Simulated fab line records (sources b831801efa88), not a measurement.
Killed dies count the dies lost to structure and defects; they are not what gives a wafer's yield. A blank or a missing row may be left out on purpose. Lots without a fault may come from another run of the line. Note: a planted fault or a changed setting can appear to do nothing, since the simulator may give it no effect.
fab line records + flow sky130
record
- lots=7
- wafers=21
- lastDay=50
route steps=708 shown METAL4@635 VIA4@639
lots that met no fault: taken from a fault-free run of the same line
startH: start of the lot's first displayed wafer, in hours after the record's first day + waitH: how many hours have passed since the lot's step before this one + " the same as in the row above + L1.1+2: several wafers, shown together as one row + - no value present, or no start provided + * or withheld: withheld + < > ~ a bound
route shown NAME@n: names a module that has steps shown in the file, with the first one's number in the route + usual: mean/standard deviation of fault-free wafers + same: alike in all rows + chamber/n: place in a boat + sites: the reading at each site + _std_site: how widely they spread, as a standard deviation + _edge_site: inner sites' mean taken away from outer sites' mean + radiusMm: for every site, how far away it sits from the centre of the wafer + mask NAME#n: copy n + behind: the last tool/chamber to shape the wafer + hold: cause of the lot's hold/its duration in hours/its outcome + device: the transistor (n, p or np) that didn't switch + end of line: the tests these same wafers got at the end of their route + a step without rows: its recipe alone + killed: the dies lost at the first sort to structure and to defects; this is not the yield of the wafer + map: a wafer's dies, x killed, . not, _ none there
set.NAME: the run value of the setting; set.NAME@STEP: its run value at that earlier step + model.NAME: the simulator's own value behind a step, which no gauge read
lots at selected steps of the route; one table per step, one row per wafer
services: from which hour (startH, from the record's first day; less than 0 if before it) a tool's chamber was out of use, for how many hours, and why
## steps
# step SKY_METAL4_STRIP_19
# recipe
- chemistry=O2/N2
- powerW=1400
- pressureMtorr=1500
- platenTempC=withheld
- o2FlowSccm=3000
- n2FlowSccm=300
- overashFraction=0.5
# usual
- drypumpMotorCurrentA=5.7/0.44
- oesProductAu=0.506/0.0067
- stripTimeToEndpointS=6.63/0.1
| lot.wafer | tool           | chamber | startH  | waitH | drypumpMotorCurrentA | oesProductAu | rfHoursCounterH | stripTimeToEndpointS |
|-----------|----------------|---------|---------|-------|----------------------|--------------|-----------------|----------------------|
| L156.1    | plasmaAsher-01 | 0       | 972.45  | 0.1   | 5.7                  | 0.515        | 54              | 6.62                 |
| L156.4    | "              | 1       | "       | "     | 5.0                  | 0.518        | -               | 6.69                 |
| L156.6    | "              | 0       | "       | "     | 5.7                  | 0.512        | -               | 6.65                 |
| L159.4    | plasmaAsher-04 | 0       | 1002.46 | 0.2   | 6.6                  | 0.520        | -               | 6.67                 |
| L159.5    | "              | 0       | "       | "     | 6.7                  | 0.513        | -               | 6.69                 |
| L159.6    | "              | 1       | "       | "     | 5.4                  | 0.507        | -               | 6.62                 |
| L165.2    | plasmaAsher-02 | 0       | 1039.81 | 0.2   | 5.7                  | 0.515        | 31              | 6.80                 |
| L165.3    | "              | 0       | "       | "     | 5.7                  | 0.503        | -               | 6.68                 |
| L165.6    | "              | 1       | "       | "     | 5.8                  | 0.502        | -               | 6.66                 |
| L166.1    | plasmaAsher-02 | 0       | 1048.05 | 0.1   | 5.7                  | 0.499        | 32              | 6.50                 |
| L166.3    | "              | 0       | "       | "     | 5.7                  | 0.513        | -               | 6.62                 |
| L166.6    | "              | 0       | "       | "     | 5.7                  | 0.495        | -               | 6.50                 |
| L167.1    | plasmaAsher-02 | 1       | 1050.97 | 0.1   | 5.8                  | 0.496        | 32              | 6.61                 |
| L167.2    | "              | 0       | "       | "     | 5.7                  | 0.508        | 32              | 6.70                 |
| L167.6    | "              | 0       | "       | "     | 5.7                  | 0.504        | -               | 6.59                 |
| L178.2    | plasmaAsher-02 | 0       | 1118.40 | 0.1   | 5.7                  | 0.505        | 39              | 6.67                 |
| L178.4    | "              | 1       | "       | "     | 5.8                  | 0.521        | -               | 6.79                 |
| L178.6    | "              | 0       | "       | "     | 5.7                  | 0.509        | -               | 6.74                 |
| L176.2    | plasmaAsher-02 | 0       | 1120.13 | 0.2   | 5.7                  | 0.507        | 39              | 6.62                 |
| L176.3    | "              | 0       | "       | "     | 5.7                  | 0.501        | -               | 6.60                 |
| L176.6    | "              | 1       | "       | "     | 5.8                  | 0.497        | -               | 6.61                 |
# step SKY_METAL4_STRIP_20
# recipe
- chemistry=postEtchResidueRemover
- timeS=1200
- tempC=72.5
# step SKY_METAL4_CLEAN_21
# recipe
- chemistry=IPA
- timeS=180
- tempC=25
# step SKY_METAL4_CLEAN_22
# recipe
- chemistry=O3/DIW
- dry=n2Spin
# step SKY_VIA4_HDPCVD_00
# recipe
- material=SiO2
- targetThkNm=1750
- sigmaOpenFrac=0.3
- timeS=291.7
- tempC=400
- sih4FlowSccm=60
- pressureMtorr=6
# step SKY_VIA4_THK_MEAS_01
# recipe
- reads=SiO2_of_VIA4_HDPCVD_00
# usual
- VIA4_HDPCVD_THK=1735/20
| lot.wafer | tool         | chamber | startH  | waitH | VIA4_HDPCVD_THK[nm] |
|-----------|--------------|---------|---------|-------|---------------------|
| L156.1    | filmMetro-03 | -       | 973.22  | 0.1   | 1717                |
| L156.4    | "            | -       | "       | "     | 1710                |
| L156.6    | "            | -       | "       | "     | 1755                |
| L159.4    | filmMetro-01 | -       | 1003.26 | 0.0   | 1725                |
| L159.5    | "            | -       | "       | "     | 1727                |
| L159.6    | "            | -       | "       | "     | 1700                |
| L165.2    | filmMetro-03 | -       | 1040.60 | 0.1   | 1737                |
| L165.3    | "            | -       | "       | "     | 1765                |
| L165.6    | "            | -       | "       | "     | 1765                |
| L166.1    | filmMetro-04 | -       | 1048.82 | 0.1   | 1763                |
| L166.3    | "            | -       | "       | "     | 1743                |
| L166.6    | "            | -       | "       | "     | 1765                |
| L167.1    | filmMetro-04 | -       | 1051.83 | 0.2   | 1719                |
| L167.2    | "            | -       | "       | "     | 1738                |
| L167.6    | "            | -       | "       | "     | 1726                |
| L178.2    | filmMetro-04 | -       | 1119.23 | 0.1   | 1717                |
| L178.4    | "            | -       | "       | "     | 1726                |
| L178.6    | "            | -       | "       | "     | 1727                |
| L176.2    | filmMetro-03 | -       | 1120.96 | 0.1   | 1687                |
| L176.3    | "            | -       | "       | "     | 1726                |
| L176.6    | "            | -       | "       | "     | 1696                |
# step SKY_VIA4_CMP_02
# recipe
- material=SiO2
- downForcePsi=4
- platenRpm=60
- padVelocityMS=0.94248
# usual
- motorCurrentA=12.2/1.9
- platenRpm=60.00/0.036
| lot.wafer | tool   | chamber | startH  | waitH | motorCurrentA | platenRpm |
|-----------|--------|---------|---------|-------|---------------|-----------|
| L156.4    | cmp-01 | 0       | 973.33  | 0.1   | 13.9          | 60.08     |
| L156.1    | "      | 1       | "       | "     | 12.3          | 59.99     |
| L156.6    | "      | 3       | "       | "     | 12.5          | 60.02     |
| L159.4    | cmp-02 | 3       | 1003.29 | 0.0   | 16.2          | 60.04     |
| L159.6    | "      | 3       | "       | "     | 15.3          | 60.00     |
| L159.5    | "      | 0       | "       | "     | 11.2          | 59.94     |
| L165.2    | cmp-02 | 3       | 1040.65 | 0.0   | 15.2          | 60.02     |
| L165.3    | "      | 2       | "       | "     | 11.8          | 60.01     |
| L165.6    | "      | 3       | "       | "     | 15.9          | 60.03     |
| L166.1    | cmp-02 | 0       | 1048.88 | 0.1   | 10.5          | 59.98     |
| L166.3    | "      | 1       | "       | "     | 9.4           | 59.97     |
| L166.6    | "      | 1       | "       | "     | 9.8           | 59.93     |
| L167.2    | cmp-01 | 0       | 1051.89 | 0.0   | 13.5          | 60.06     |
| L167.1    | "      | 3       | "       | "     | 12.9          | 59.95     |
| L167.6    | "      | 0       | "       | "     | 13.9          | 60.05     |
| L178.4    | cmp-02 | 2       | 1119.33 | 0.1   | 11.9          | 59.99     |
| L178.2    | "      | 3       | "       | "     | 15.3          | 59.99     |
| L178.6    | "      | 2       | "       | "     | 12.7          | 59.98     |
| L176.3    | cmp-02 | 3       | 1121.08 | 0.1   | 15.7          | 60.00     |
| L176.2    | "      | 1       | "       | "     | 9.5           | 60.02     |
| L176.6    | "      | 0       | "       | "     | 11.0          | 60.02     |
# step SKY_VIA4_BOW_MEAS_03
# recipe
- mode=bow
# usual
- VIA4_BOW=79/8.6
| lot.wafer | tool         | chamber | startH  | waitH | VIA4_BOW[um] |
|-----------|--------------|---------|---------|-------|--------------|
| L156.1    | filmMetro-04 | -       | 973.58  | 0.1   | 76           |
| L156.4    | "            | -       | "       | "     | 83           |
| L156.6    | "            | -       | "       | "     | 75           |
| L159.4    | filmMetro-01 | -       | 1003.65 | 0.3   | 79           |
| L159.5    | "            | -       | "       | "     | 90           |
| L159.6    | "            | -       | "       | "     | 95           |
| L165.2    | filmMetro-01 | -       | 1040.97 | 0.3   | 58           |
| L165.3    | "            | -       | "       | "     | 59           |
| L165.6    | "            | -       | "       | "     | 71           |
| L166.1    | filmMetro-01 | -       | 1049.18 | 0.2   | 95           |
| L166.3    | "            | -       | "       | "     | 80           |
| L166.6    | "            | -       | "       | "     | 78           |
| L167.1    | filmMetro-04 | -       | 1052.19 | 0.1   | 91           |
| L167.2    | "            | -       | "       | "     | 82           |
| L167.6    | "            | -       | "       | "     | 85           |
| L178.2    | filmMetro-04 | -       | 1119.60 | 0.2   | 77           |
| L178.4    | "            | -       | "       | "     | 70           |
| L178.6    | "            | -       | "       | "     | 73           |
| L176.2    | filmMetro-01 | -       | 1121.40 | 0.2   | 66           |
| L176.3    | "            | -       | "       | "     | 90           |
| L176.6    | "            | -       | "       | "     | 71           |
# step SKY_VIA4_DEHYDRATE_04
# recipe
- tempC=200
- timeS=60
# step SKY_VIA4_HMDS_05
# recipe
- primeTimeS=60
- primeTempC=120
# step SKY_VIA4_COAT_06
# recipe
- resist=NOVOLAK
- spinRpm=3000
- resistThkNm=1140
# step SKY_VIA4_SOFTBAKE_07
# recipe
- tempC=90
- timeS=60
- resist=NOVOLAK
# step SKY_VIA4_EXPOSE_08
# recipe
- maskId=VIM4
- na=0.6
- sourceShape=conventional
- sigmaOuter=0.6
- polarization=unpolarized
- targetCdNm=800
- doseMj=132
# usual
- exposureDoseMJCm2=131.97/0.13
| lot.wafer | tool            | chamber | startH  | waitH | mask   | exposureDoseMJCm2 |
|-----------|-----------------|---------|---------|-------|--------|-------------------|
| L156.1    | ilineStepper-02 | 0       | 985.55  | -     | VIM4#0 | 131.97            |
| L156.4    | "               | 0       | "       | "     | VIM4#0 | 132.02            |
| L156.6    | "               | 0       | "       | "     | VIM4#0 | 132.05            |
| L159.4    | ilineStepper-01 | 0       | 1015.15 | -     | VIM4#0 | 132.15            |
| L159.5    | "               | 0       | "       | "     | VIM4#0 | 132.11            |
| L159.6    | "               | 0       | "       | "     | VIM4#0 | 132.01            |
| L165.2    | ilineStepper-02 | 0       | 1052.32 | -     | VIM4#0 | 123.15            |
| L165.3    | "               | 0       | "       | "     | VIM4#0 | 123.10            |
| L165.6    | "               | 0       | "       | "     | VIM4#0 | 123.06            |
| L166.1    | ilineStepper-02 | 0       | 1060.41 | -     | VIM4#0 | 123.08            |
| L166.3    | "               | 0       | "       | "     | VIM4#0 | 123.19            |
| L166.6    | "               | 0       | "       | "     | VIM4#0 | 122.90            |
| L167.1    | ilineStepper-02 | 0       | 1062.76 | -     | VIM4#0 | 123.11            |
| L167.2    | "               | 0       | "       | "     | VIM4#0 | 123.22            |
| L167.6    | "               | 0       | "       | "     | VIM4#0 | 122.98            |
| L178.2    | ilineStepper-01 | 0       | 1128.96 | -     | VIM4#0 | 131.83            |
| L178.4    | "               | 0       | "       | "     | VIM4#0 | 131.92            |
| L178.6    | "               | 0       | "       | "     | VIM4#0 | 131.85            |
| L176.2    | ilineStepper-01 | 0       | 1130.93 | -     | VIM4#0 | 132.11            |
| L176.3    | "               | 0       | "       | "     | VIM4#0 | 132.03            |
| L176.6    | "               | 0       | "       | "     | VIM4#0 | 131.89            |
# step SKY_VIA4_PEB_09
# recipe
- tempC=withheld
- timeS=*
- resist=NOVOLAK
# step SKY_VIA4_DEVELOP_10
# recipe
- resist=NOVOLAK
- developer=TMAH
- developTimeS=60
- devTempC=23
# step SKY_VIA4_OVL_MEAS_11
# usual
- VIA4_OVL=-0.1/1.4
| lot.wafer | tool       | chamber | startH  | waitH | VIA4_OVL[nm] |
|-----------|------------|---------|---------|-------|--------------|
| L156.1    | overlay-01 | -       | 997.10  | 0.1   | 2.6          |
| L156.4    | "          | -       | "       | "     | 2.3          |
| L156.6    | "          | -       | "       | "     | 0.9          |
| L159.4    | overlay-02 | -       | 1026.13 | 0.1   | -1.0         |
| L159.5    | "          | -       | "       | "     | 1.1          |
| L159.6    | "          | -       | "       | "     | 0.7          |
| L165.2    | overlay-01 | -       | 1062.47 | 0.1   | 0.8          |
| L165.3    | "          | -       | "       | "     | -2.2         |
| L165.6    | "          | -       | "       | "     | -2.3         |
| L166.1    | overlay-01 | -       | 1070.96 | 0.1   | 0.1          |
| L166.3    | "          | -       | "       | "     | 1.0          |
| L166.6    | "          | -       | "       | "     | 0.0          |
| L167.1    | overlay-01 | -       | 1073.51 | 0.1   | -0.2         |
| L167.2    | "          | -       | "       | "     | 0.0          |
| L167.6    | "          | -       | "       | "     | 1.2          |
| L178.2    | overlay-02 | -       | 1138.62 | 0.1   | -2.5         |
| L178.4    | "          | -       | "       | "     | -3.1         |
| L178.6    | "          | -       | "       | "     | -1.4         |
| L176.2    | overlay-01 | -       | 1139.72 | 0.1   | -2.5         |
| L176.3    | "          | -       | "       | "     | -0.3         |
| L176.6    | "          | -       | "       | "     | -0.4         |
# step SKY_VIA4_ETCH_12
# recipe
- target=SiO2
- chemistry=C4F8/O2/Ar
- stopOn=TiN
- maskMaterial=NOVOLAK
- sourceW=1500
- biasW=1200
- pressureMtorr=40
- c4f8FlowSccm=withheld
- O2_flow_sccm=6
- Ar_flow_sccm=300
- timeS=withheld
- targetDepthA=5800
# usual
- oesProductAu=0.926/0.0047
| lot.wafer | tool       | chamber | startH  | waitH | oesProductAu | model.VIA4.cdNm |
|-----------|------------|---------|---------|-------|--------------|-----------------|
| L156.1    | rieDiel-03 | 3       | 997.14  | 0.0   | 0.922        | 799.5           |
| L156.4    | "          | 2       | "       | "     | 0.934        | 798             |
| L156.6    | "          | 3       | "       | "     | 0.930        | 797.4           |
| L159.4    | rieDiel-03 | 0       | 1026.15 | 0.0   | 0.927        | 801.7           |
| L159.5    | "          | 0       | "       | "     | 0.928        | 800.2           |
| L159.6    | "          | 3       | "       | "     | 0.927        | 800.3           |
| L165.2    | rieDiel-04 | 3       | 1062.50 | 0.0   | 0.929        | 777.1           |
| L165.3    | "          | 0       | "       | "     | 0.922        | 777.5           |
| L165.6    | "          | 2       | "       | "     | 0.925        | 776.5           |
| L166.1    | rieDiel-01 | 2       | 1071.00 | 0.0   | 0.916        | 782.1           |
| L166.3    | "          | 1       | "       | "     | 0.925        | 780.7           |
| L166.6    | "          | 1       | "       | "     | 0.930        | 777.7           |
| L167.1    | rieDiel-03 | 2       | 1073.55 | 0.0   | 0.924        | 776.1           |
| L167.2    | "          | 3       | "       | "     | 0.922        | 777.5           |
| L167.6    | "          | 2       | "       | "     | 0.922        | 775.8           |
| L178.2    | rieDiel-04 | 2       | 1138.65 | 0.0   | 0.929        | 803.1           |
| L178.4    | "          | 1       | "       | "     | 0.925        | 802.1           |
| L178.6    | "          | 2       | "       | "     | 0.933        | 803.2           |
| L176.2    | rieDiel-04 | 0       | 1139.75 | 0.0   | 0.930        | 799.7           |
| L176.3    | "          | 2       | "       | "     | 0.936        | 799.8           |
| L176.6    | "          | 2       | "       | "     | 0.924        | 798.5           |
# step SKY_VIA4_STRIP_13
# recipe
- chemistry=O2/N2
- powerW=1400
- pressureMtorr=1500
- platenTempC=withheld
- o2FlowSccm=3000
- n2FlowSccm=300
- overashFraction=0.5
# usual
- drypumpMotorCurrentA=5.6/0.56
- oesProductAu=0.710/0.0043
- stripTimeToEndpointS=12.80/0.032
| lot.wafer | tool           | chamber | startH  | waitH | drypumpMotorCurrentA | oesProductAu | rfHoursCounterH | stripTimeToEndpointS |
|-----------|----------------|---------|---------|-------|----------------------|--------------|-----------------|----------------------|
| L156.1    | plasmaAsher-03 | 0       | 997.21  | -     | 6.1                  | 0.711        | 82              | 12.75                |
| L156.4    | "              | 0       | "       | "     | 6.1                  | 0.713        | -               | 12.81                |
| L156.6    | "              | 0       | "       | "     | 6.1                  | 0.705        | -               | 12.77                |
| L159.4    | plasmaAsher-01 | 1       | 1026.26 | -     | 5.0                  | 0.711        | -               | 12.81                |
| L159.5    | "              | 0       | "       | "     | 5.7                  | 0.711        | -               | 12.80                |
| L159.6    | "              | 1       | "       | "     | 4.9                  | 0.708        | -               | 12.80                |
| L165.2    | plasmaAsher-03 | 0       | 1062.57 | -     | 6.1                  | 0.702        | 89              | 12.82                |
| L165.3    | "              | 1       | "       | "     | 5.1                  | 0.709        | -               | 12.77                |
| L165.6    | "              | 1       | "       | "     | 5.1                  | 0.710        | -               | 12.83                |
| L166.1    | plasmaAsher-04 | 1       | 1071.07 | -     | 5.4                  | 0.700        | 1               | 12.81                |
| L166.3    | "              | 0       | "       | "     | 6.6                  | 0.713        | -               | 12.86                |
| L166.6    | "              | 1       | "       | "     | 5.4                  | 0.706        | -               | 12.88                |
| L167.1    | plasmaAsher-01 | 0       | 1073.62 | -     | 5.7                  | 0.711        | 64              | 12.78                |
| L167.2    | "              | 1       | "       | "     | 5.0                  | 0.709        | 64              | 12.76                |
| L167.6    | "              | 0       | "       | "     | 5.7                  | 0.715        | -               | 12.75                |
| L178.2    | plasmaAsher-01 | 1       | 1138.72 | -     | 5.0                  | 0.706        | 70              | 12.81                |
| L178.4    | "              | 1       | "       | "     | 4.9                  | 0.711        | -               | 12.84                |
| L178.6    | "              | 1       | "       | "     | 5.0                  | 0.705        | -               | 12.77                |
| L176.2    | plasmaAsher-04 | 0       | 1139.82 | -     | 6.6                  | 0.708        | 7               | 12.84                |
| L176.3    | "              | 1       | "       | "     | 5.4                  | 0.711        | -               | 12.81                |
| L176.6    | "              | 0       | "       | "     | 6.6                  | 0.717        | -               | 12.80                |
## services
| tool            | chamber | startH  | hours | kind   |
|-----------------|---------|---------|-------|--------|
| rieDiel-03      | 1       | 948.92  | 5.3   | repair |
| cmp-02          | -       | 951.09  | 0.5   | repair |
| rieDiel-04      | 3       | 959.72  | 10.0  | repair |
| cmp-02          | -       | 962.98  | 4.2   | repair |
| rieDiel-03      | 3       | 971.64  | 1.4   | repair |
| ilineStepper-01 | -       | 983.52  | 19.8  | repair |
| plasmaAsher-04  | -       | 983.88  | 2.8   | pm     |
| cmp-02          | -       | 1005.00 | 1.9   | repair |
| rieDiel-04      | 1       | 1008.44 | 6.8   | repair |
| ilineStepper-02 | -       | 1015.88 | 1.7   | pm     |
| cmp-01          | -       | 1017.02 | 1.7   | repair |
| cmp-01          | -       | 1022.14 | 8.7   | pm     |
| rieDiel-03      | 0       | 1027.18 | 2.5   | repair |
| rieDiel-04      | 3       | 1050.41 | 6.7   | repair |
| plasmaAsher-04  | -       | 1055.34 | 9.0   | pm     |
| cmp-01          | -       | 1057.03 | 0.6   | repair |
| rieDiel-03      | 3       | 1084.54 | 16.0  | repair |
| rieDiel-04      | 1       | 1093.69 | 4.2   | repair |
| plasmaAsher-01  | -       | 1099.29 | 0.6   | repair |
| ilineStepper-01 | -       | 1103.23 | 2.6   | repair |
| cmp-02          | -       | 1104.33 | 0.6   | repair |
| cmp-02          | -       | 1112.76 | 1.6   | repair |
| rieDiel-04      | -       | 1122.54 | 1.3   | repair |
| ilineStepper-01 | -       | 1125.38 | 1.7   | pm     |
## key
firstSign
- step=SKY_VIA4_EXPOSE_08
- reading=exposureDoseMJCm2
- direction=down
- sigmas=67
- usual=*
- struck=*
effect none on later readings
modelEffect
- step=SKY_VIA4_ETCH_12
- value=VIA4.cdNm
- without=797.7
- struck=777.9
metAt SKY_VIA4_EXPOSE_08
struckWafers L165.2,L165.3,L165.6,L166.1,L166.3,L166.6,L167.1,L167.2,L167.6
sortLeftOut L167.1,L167.2,L167.6
onsetBetween 985.55 1052.32
fault
- kind=processParameterDrift
- tool=ilineStepper-02
- chamber=-
- onsetH=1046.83
- steps=SKY_VIA4_EXPOSE_08
- channel=doseMj
- offset=-8.937
- shape=step
- actsIn=theseRecipesOnly
- stated=132
# sortLeftOut: the simulated sort isn't trusted on such a fault, so these wafers' sort isn't shown, and their yield isn't known
